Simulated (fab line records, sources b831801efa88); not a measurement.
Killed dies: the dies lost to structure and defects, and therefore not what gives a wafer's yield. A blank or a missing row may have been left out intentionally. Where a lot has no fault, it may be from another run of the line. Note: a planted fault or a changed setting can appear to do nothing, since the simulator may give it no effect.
Which tool is to blame? | flow gf180mcu | 14 lots with 42 wafers sampled at 4 steps, on a route of 602 steps

== WHAT EACH GAUGE READ, for each wafer ==
GF_VT_IMPLANT_OVL_MEAS_07.
lot  | measured     | on         | VT_IMPLANT_OVL (nm)
L199 | day 5 14:19  | overlay-02 | 1.3 3.5 0.1
L200 | day 5 22:29  | overlay-02 | 0.1 0.1 -0.2
L201 | day 6 03:13  | overlay-01 | 0.1 -0.8 0.2
L202 | day 6 09:28  | overlay-02 | -0.8 0.1 0.7
L203 | day 6 14:58  | overlay-02 | -0.4 -0.2 -0.6
L204 | day 6 19:37  | overlay-01 | -0.1 -2.6 -1.9
L206 | day 7 14:37  | overlay-01 | 0.5 -1.0 -0.1
L207 | day 7 18:49  | overlay-02 | -0.2 0.5 1.0
L208 | day 7 22:46  | overlay-01 | -1.3 -0.8 -2.2
L209 | day 8 04:01  | overlay-02 | 0.1 0.8 -0.9
L210 | day 8 12:21  | overlay-02 | -0.4 0.6 0.6
L217 | day 10 12:31 | overlay-01 | -2.1 -0.8 0.6
L219 | day 10 21:46 | overlay-02 | -0.8 -1.5 -0.5
L221 | day 11 08:07 | overlay-02 | -0.3 -0.6 1.1

GF_VT_IMPLANT_OVL_MEAS_29.
lot  | measured     | on         | VT_IMPLANT_02_OVL (nm)
L199 | day 6 20:28  | overlay-02 | -0.2 -0.8 -1.5
L200 | day 7 04:28  | overlay-02 | -3.3 -1.0 -4.1
L201 | day 7 09:28  | overlay-01 | 1.2 0.3 1.5
L202 | day 7 16:49  | overlay-01 | -1.3 -2.3 -1.4
L203 | day 7 21:49  | overlay-01 | -0.5 -0.6 -2.0
L204 | day 8 03:28  | overlay-02 | -2.8 -0.8 -0.5
L206 | day 9 00:40  | overlay-01 | -3.1 -3.3 -1.9
L207 | day 9 04:31  | overlay-02 | -0.4 1.4 0.1
L208 | day 9 09:07  | overlay-02 | -0.8 -0.5 2.1
L209 | day 9 15:07  | overlay-02 | -1.4 -1.7 -1.8
L210 | day 9 23:43  | overlay-01 | 0.2 -0.9 -0.2
L217 | day 12 02:16 | overlay-02 | -1.7 -0.4 -1.9
L219 | day 12 12:00 | overlay-02 | -1.4 0.5 0.1
L221 | day 12 22:52 | overlay-02 | -1.9 -2.0 0.2

== TOOL THAT RAN EACH LOT (tool first, then ch and the chambers of the sampled wafers, then the start) ==
lot  | GF_VT_IMPLANT_STRIP_09               | GF_VT_IMPLANT_SOFTBAKE_25
L199 | plasma-asher-04 ch 0,1, day 5 14:30  | litho-track-03 ch 0, day 6 13:01
L200 | plasma-asher-04 ch 0,1, day 5 22:41  | litho-track-04 ch 0, day 6 21:05
L201 | plasma-asher-03 ch 0, day 6 03:24    | litho-track-03 ch 0, day 7 01:55
L202 | plasma-asher-01 ch 0, day 6 09:39    | litho-track-03 ch 0, day 7 08:41
L203 | plasma-asher-01 ch 0,1, day 6 15:09  | litho-track-03 ch 0, day 7 14:10
L204 | plasma-asher-01 ch 0,1, day 6 19:48  | litho-track-02 ch 0, day 7 19:28
L206 | plasma-asher-04 ch 0,1, day 7 14:48  | litho-track-04 ch 0, day 8 16:04
L207 | plasma-asher-01 ch 0,1, day 7 19:00  | litho-track-04 ch 0, day 8 19:53
L208 | plasma-asher-04 ch 0, day 7 22:57    | litho-track-04 ch 0, day 9 00:22
L209 | plasma-asher-04 ch 1, day 8 04:12    | litho-track-03 ch 0, day 9 06:13
L210 | plasma-asher-04 ch 0,1, day 8 12:34  | litho-track-02 ch 0, day 9 14:22
L217 | plasma-asher-03 ch 0,1, day 10 12:42 | litho-track-03 ch 0, day 11 16:31
L219 | plasma-asher-04 ch 0,1, day 10 21:59 | litho-track-03 ch 0, day 12 02:46
L221 | plasma-asher-01 ch 0,1, day 11 08:18 | litho-track-04 ch 0, day 12 13:02
- GF_VT_IMPLANT_STRIP_09: strips in O2/N2.
- GF_VT_IMPLANT_SOFTBAKE_25: time 60 s.

== AS READ BY THE TOOLS THEMSELVES (means over the sampled wafers that have a number; for cases with no such wafer, the mark the record gives instead) ==
GF_VT_IMPLANT_STRIP_09.
lot  | tool            | drypump-motor-current-A (A) | heater-power-w (W) | oes-product-au (a.u.) | strip-time-to-endpoint-s (s)
L199 | plasma-asher-04 | 5.64                        | 359                | 0.714                 | 12.645
L200 | plasma-asher-04 | 5.60                        | 361                | 0.716                 | 12.605
L201 | plasma-asher-03 | 5.83                        | 341                | 0.714                 | 12.620
L202 | plasma-asher-01 | 6.00                        | 328                | 0.712                 | 12.636
L203 | plasma-asher-01 | 5.73                        | 342                | 0.715                 | 12.606
L204 | plasma-asher-01 | 5.86                        | 336                | 0.720                 | 12.665
L206 | plasma-asher-04 | 5.80                        | 355                | 0.720                 | 12.624
L207 | plasma-asher-01 | 5.87                        | 335                | 0.719                 | 12.690
L208 | plasma-asher-04 | 5.93                        | 360                | 0.710                 | 12.641
L209 | plasma-asher-04 | 5.47                        | 363                | 0.720                 | 12.663
L210 | plasma-asher-04 | 5.64                        | 357                | 0.714                 | 12.653
L217 | plasma-asher-03 | 5.74                        | 332                | 0.715                 | 12.610
L219 | plasma-asher-04 | 5.79                        | 360                | 0.718                 | 12.651
L221 | plasma-asher-01 | 5.73                        | 341                | 0.717                 | 12.658

GF_VT_IMPLANT_SOFTBAKE_25.
lot  | tool           | heater-power-total-W (W) | run-length-s (s)
L199 | litho-track-03 | 56.58                    | 89.10
L200 | litho-track-04 | 56.58                    | 88.88
L201 | litho-track-03 | 56.61                    | 89.20
L202 | litho-track-03 | 56.60                    | 89.03
L203 | litho-track-03 | 56.63                    | 89.06
L204 | litho-track-02 | 56.59                    | 89.12
L206 | litho-track-04 | 56.62                    | 89.09
L207 | litho-track-04 | 56.59                    | 88.94
L208 | litho-track-04 | 56.57                    | 88.92
L209 | litho-track-03 | 56.59                    | 89.08
L210 | litho-track-02 | 56.58                    | 89.24
L217 | litho-track-03 | 58.35                    | 84.41
L219 | litho-track-03 | 58.36                    | 84.48
L221 | litho-track-04 | 56.60                    | 89.12

== THE ANSWER, worked out from the rows above alone ==
Rule: the lots themselves supply what counts as usual. Put in order of their means at a reading, lots are off if they are a third of the lots or fewer, leave a main group of 4 or more, and stand apart from it by a gap of 3 or more times the standard deviation of the main group's means; of several such gaps the widest counts. A main group whose means are all the same, to the digits that the tables above print for the reading, isn't used. A lot without any number at a reading at which 4 lots or more have one is off too. Where the step has rows for the other lots, those lots are counted as sound. After the gauges, taken in route order, come the tools' own readings; for these a lot's mean is taken, as printed above. The first step at which some lot is off is used, and at that step the reading that is off furthest; a lot without a number counts as furthest.
Off: L217, L219, at GF_VT_IMPLANT_SOFTBAKE_25 (heater-power-total-W). For the main group the mean is 56.59 W and the standard deviation 0.017.
If a tool, at that step or one of the process steps before it, ran each lot that is off and ran no sound lot following the first of them, it fits. One fits: GF_VT_IMPLANT_SOFTBAKE_25 on litho-track-03. Its last sound lot is L209 (day 9 06:13), its first lot that is off L217 (day 11 16:31): a fault that began between those two fits.
The tool's own readings at GF_VT_IMPLANT_SOFTBAKE_25 bear it out: on the lots that are off they differ by more than 5 times the standard deviation of the sound lots' means. heater-power-total-W reads 58.36 W there against 56.59 W on the sound lots; run-length-s reads 84.44 s there against 89.06 s on the sound lots.

== WHAT THE SIMULATOR HAD INSERTED ==
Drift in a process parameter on litho-track-03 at GF_VT_IMPLANT_SOFTBAKE_25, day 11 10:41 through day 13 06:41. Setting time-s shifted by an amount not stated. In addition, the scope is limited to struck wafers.
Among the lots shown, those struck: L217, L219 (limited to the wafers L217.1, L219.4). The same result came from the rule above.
